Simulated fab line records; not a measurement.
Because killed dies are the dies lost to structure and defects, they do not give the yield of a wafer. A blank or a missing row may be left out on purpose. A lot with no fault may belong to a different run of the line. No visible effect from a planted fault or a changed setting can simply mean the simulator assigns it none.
The same fault as seen by 2 desks | flow gf180mcu | only its own numbers are on each desk; what lay behind them is given at the end

## TOOL OWNER'S DESK, litho-track-03
The tool's own readings at GF_TOP_METAL_COAT_09 (resist thk 1500 nm): means of the sampled wafers that have a number, for each lot that ran on this tool. If a lot's mean is further than 4 standard deviations from the usual mean, the lot is out of limits and carries the mark OUT (the distance appears in the brackets).
Columns: A = spin-speed-rpm at GF_TOP_METAL_COAT_09, usual 2999.9 rpm
lot  | first seen here | A
L762 | day 27 22:10    | 2999.4
L769 | day 30 00:53    | 3001.0
L772 | day 30 22:56    | 2818.1 (-91) OUT
L773 | day 31 06:20    | 2819.8 (-90) OUT
This desk's finding: out of limits on L772, L773; first on L772, day 30 22:56 (spin-speed-rpm at GF_TOP_METAL_COAT_09). L762, L769 stayed within limits.

## METROLOGY DESK
What the gauges read for every lot (on any tool): the sampled wafers with a number, averaged. If a lot's mean is further than 4 standard deviations from the usual mean, the lot is out of limits and carries the mark OUT (the distance appears in the brackets).
Columns: A = TOP_METAL_ALCU_RS at GF_TOP_METAL_RS_MEAS_05, usual 0.0328 ohm/sq; B = TOP_METAL_ALCU_THK at GF_TOP_METAL_THK_MEAS_06, usual 902 nm
lot  | first seen here | A      | B
L762 | day 27 12:20    | 0.0325 | 906
L763 | day 27 12:41    | 0.0324 | 906
L764 | day 27 21:01    | 0.0326 | 910
L765 | day 28 04:52    | 0.0327 | 898
L766 | day 28 13:06    | 0.0329 | 900
L767 | day 29 08:53    | 0.0331 | 887
L769 | day 29 15:44    | 0.0326 | 906
L771 | day 30 08:50    | 0.0328 | 906
L772 | day 30 14:14    | 0.0326 | 913
L773 | day 30 21:26    | 0.0334 | 890
L783 | day 33 07:01    | 0.0328 | 900
L784 | day 33 15:52    | 0.0329 | 895
Finding of this desk: none of the 12 lots has anything out of limits.

## PUT TOGETHER
The tool owner's desk could have raised an alarm at day 30 22:56, on L772, L773.
Metrology desk: nothing out of limits seen.
The metrology desk has L772, L773 on record, within its limits.
Every lot named ran GF_TOP_METAL_COAT_09 on litho-track-03.

## WHAT HAD BEEN PUT IN BY THE SIMULATOR
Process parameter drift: litho-track-03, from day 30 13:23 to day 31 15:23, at GF_TOP_METAL_COAT_09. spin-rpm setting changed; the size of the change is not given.
Struck lots among those shown: L772, L773.
How many hours passed from the start of the fault until each desk's first out-of-limits reading: the tool owner's desk, 10.
